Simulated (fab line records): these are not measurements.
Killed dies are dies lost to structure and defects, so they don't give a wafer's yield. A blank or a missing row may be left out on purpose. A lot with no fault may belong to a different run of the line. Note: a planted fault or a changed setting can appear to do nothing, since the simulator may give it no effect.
8D (eight disciplines) problem report, filled in by code + flow gf180mcu + the parts of the form that need people (team, actions taken, sign-off) are left out

1. THE PROBLEM
Wafers free of any fault read 648 nm (standard deviation 8.9) for STI_CVD_23_THK at GF_STI_THK_MEAS_24, against a mean of 202 nm on 3 wafers of 2 lots. That is -50 standard deviations from the usual mean.
First seen on wafer L931.6, day 4 11:46, on film-metro-01. At this step, 40 wafers from 14 lots have a number in the record. Rule for "out" (also "out of limits"): further than 4 standard deviations from the usual mean. All remaining wafers that have a number are taken as sound.

2. WHAT IT IS; WHAT IT IS NOT
| question                    | is                     | is not                                                                                 |
|-----------------------------|------------------------|----------------------------------------------------------------------------------------|
| which readings at this step | STI_CVD_23_THK         | -                                                                                      |
| which lots                  | L931, L932             | L920, L921, L922, L923, L924, L925, L926, L928, L938, L939, L940, L943                 |
| which wafers of those lots  | L931.6, L932.4, L932.6 | L931.1                                                                                 |
| read on which gauges        | film-metro-01          | film-metro-02, film-metro-04                                                           |
| when                        | from day 4 11:46       | up to then (25 sound wafers); but 12 sound wafers of L938, L939, L940, L943 came after |

3. SUSPECTS, AND WHAT RULES EACH OUT
Counting: a tool at a process step up to the reading stays a suspect if it ran every lot that is out. Sound lots after the first of them don't rule it out here, since some wafers of a struck lot are sound.
- the gauge at GF_STI_THK_MEAS_24 has been ruled out. All the wafers that are out were read on film-metro-01, but those of them that GF_STI_CMP_25 has rows for are out there too, on other tools.
- hdpcvd-01 at GF_STI_CVD_23 (deposits SiO2, target thk 650 nm, time 108.3 s): kept. It processed each lot that is out (first: L931, day 4 11:42); up to then, its last sound lot is L925 (day 3 04:42).
The count leaves hdpcvd-01 at GF_STI_CVD_23.

4. THE CAUSE (what the simulator had put in)
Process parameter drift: hdpcvd-01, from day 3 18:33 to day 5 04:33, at GF_STI_CVD_23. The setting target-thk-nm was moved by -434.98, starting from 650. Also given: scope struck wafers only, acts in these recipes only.
The count eliminated every tool but this one.

5. THE EFFECT CHAIN, in route order
Each row: a reading where the mean over the struck wafers with a number is more than 3 standard deviations away from the usual. Scope: only readings with a usual standard deviation given in the record; hours: median across lots of the time from each lot's start at the first step in this table that gives one to its start at this step; sigmas: change in usual standard deviations.
| hours | step               | reading            | usual  | on struck wafers | change | sigmas |
|-------|--------------------|--------------------|--------|------------------|--------|--------|
| 0     | GF_STI_THK_MEAS_24 | STI_CVD_23_THK     | 648 nm | 202              | -446   | -50    |
| 0     | GF_STI_CMP_25      | time-to-endpoint-s | 125 s  | 40               | -85    | -20    |
Process steps it contains:
- GF_STI_CMP_25: polishes, stops on Si3N4, t overpolish 33 s, target thk 524.6 nm.

6. HOW IT WOULD HAVE BEEN CAUGHT EARLIER
17 hours passed between the start of the fault at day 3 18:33 and the first reading out of limits at a measuring or inspecting step in this record, taken at day 4 11:46.
Among the 2 lots that are out, L932 began GF_STI_CVD_23 on hdpcvd-01 after day 4 11:46. It would have been spared by a hold on the tool at that moment.
